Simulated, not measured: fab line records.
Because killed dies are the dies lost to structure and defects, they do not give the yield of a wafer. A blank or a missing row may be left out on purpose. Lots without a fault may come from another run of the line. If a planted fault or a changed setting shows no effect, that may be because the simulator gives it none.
Code-filled problem report in 8D (eight disciplines) form	flow sky130	the parts of the form that need people (team, actions taken, sign-off) are left out

1. WHAT WENT WRONG
Across 6 wafers from 2 lots, NWELL_2_TW at SKY_NWELL_TW_MEAS_26 averages 1838, while fault-free wafers read 502 with a standard deviation of 5.4. That is +99 or more standard deviations from the usual mean.
First seen on wafer L881.3, day 8 07:24, on film-metro-01. The record holds 42 wafers of 14 lots with a number at this step. Rule for "out", or "out of limits": more than 4 standard deviations from the usual mean. The other wafers with a number count as sound.

2. WHAT IT IS, AND WHAT IT ISN'T
question	is	is not
which readings at this step	NWELL_2_TW	-
which lots	L881, L882	L869, L871, L872, L874, L883, L884, L885, L886, L887, L889, L890, L891
which wafers of those lots	all that have a number	-
read on which gauges	film-metro-01, film-metro-02	film-metro-04
when	from day 8 07:24	up to then (12 sound wafers); but 24 sound wafers of L883, L884, L885, L886, L887, L889, L890, L891 came after

3. WHAT RULES OUT EACH SUSPECT
Counting: a tool at a process step up to the reading stays a suspect if it ran every lot that is out and no sound lot after the first of them.
- ruled out: the gauge at SKY_NWELL_TW_MEAS_26. Those wafers that are out were read across 2 gauges (film-metro-01, film-metro-02).
- litho-track-01 at SKY_NWELL_COAT_05 (resist thk 3000 nm): ruled out as a lasting fault. The sound lots L884, L886, L889 went through it after L881, its earliest lot that is out (day 7 01:10).
Left after counting: nothing in the record.

4. THE CAUSE (what the simulator had put in)
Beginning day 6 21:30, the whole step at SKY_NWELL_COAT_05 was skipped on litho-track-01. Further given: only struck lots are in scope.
The count ruled it out by mistake, since the rule takes a fault to strike every lot its tool runs from the start of the fault on, and this one did not do so.

5. THE CHAIN OF EFFECTS, in route order
Each row: a reading where the mean over the struck wafers with a number is more than 3 standard deviations away from the usual. Only readings whose record carries a usual standard deviation are examined. hours: median over the lots of the time between each lot's start at the first step of this table that gives one and its start at this step. sigmas: the change, counted in usual standard deviations.
hours	step	reading	usual	on struck wafers	change	sigmas
0	SKY_NWELL_TW_MEAS_26	NWELL_2_TW	502	1838	+1336	+99 or more
Readings that are blank on the struck wafers while sound wafers have them: chill-plate-temp-C at SKY_NWELL_COAT_05; dispense-pressure-kPa at SKY_NWELL_COAT_05; NWELL_00_OVL at SKY_NWELL_OVL_MEAS_10.
At these later measuring or inspecting steps, every struck wafer for which the step has a row has a number for every such reading, and none has moved that far: SKY_LDD_HVN_OVL_MEAS_07, SKY_LDD_HVP_OVL_MEAS_07.

6. HOW IT WOULD HAVE BEEN CAUGHT EARLIER
34 hours passed between the start of the fault at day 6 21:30 and the first reading out of limits at a measuring or inspecting step in this record, taken at day 8 07:24.
Between SKY_NWELL_COAT_05 and SKY_NWELL_TW_MEAS_26, SKY_NWELL_OVL_MEAS_10 gave no NWELL_00_OVL on the struck wafers, where sound wafers have one: a measuring or inspecting step that comes back empty is itself a sign.
At SKY_NWELL_COAT_05 the tool's readings are blank on the struck wafers, where sound wafers have them: an empty tool record is the first sign, and it was there at once.
